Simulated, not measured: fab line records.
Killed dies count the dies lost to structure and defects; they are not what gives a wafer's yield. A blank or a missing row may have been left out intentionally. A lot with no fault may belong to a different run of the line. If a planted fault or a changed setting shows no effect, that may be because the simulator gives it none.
Matching of chambers | flow gf180mcu | GF_V2_CMP_26 on cmp-01 has 4 sister chambers
The step polishes, stops on SiO2, t overpolish 15 s, target thk 0 nm. 4 wafers are shown with their chamber, then 8 later ones without.

EACH WAFER AND ITS CHAMBER
wafer  | chamber | motor current A (A)
L317.4 | 1       | 12.0
L318.2 | 2       | 12.6
L318.4 | 3       | 11.9
L323.1 | 0       | 9.0

WAFERS MISSING THEIR CHAMBER
wafer  | motor current A (A)
L323.2 | 12.4
L323.3 | 12.6
L324.2 | 12.2
L324.3 | 12.5
L324.6 | 12.4
L333.2 | 12.7
L333.4 | 12.2
L333.6 | 9.1

WHICH CHAMBER EACH ONE RAN IN
wafer  | from the rows above          | in truth
L323.2 | can't be placed: 2 or 1 or 3 | 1
L323.3 | 2                            | 2
L324.2 | can't be placed: 1 or 3 or 2 | 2
L324.3 | 2                            | 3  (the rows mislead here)
L324.6 | can't be placed: 2 or 1 or 3 | 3
L333.2 | 2                            | 2
L333.4 | can't be placed: 1 or 3 or 2 | 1
L333.6 | 0                            | 0
Correctly placed: 3 of 8. Cannot be placed on the basis of these rows: 4; the candidates contain the true chamber in 4. Number placed wrongly: 1.
How it was worked out, from the rows above alone: a wafer's distance from a chamber is the root of the sum, over the readings, of the square of ((its reading less the chamber's mean) divided by the reading's scatter). If the next closest chamber is less than 2 further off than the closest, the wafer can't be placed; otherwise it belongs to the closest. Each chamber's mean is taken over the wafers shown for it. The scatter: with one shown wafer a chamber, the root of the mean of the squares of how far each hidden wafer lies from its nearest shown one.
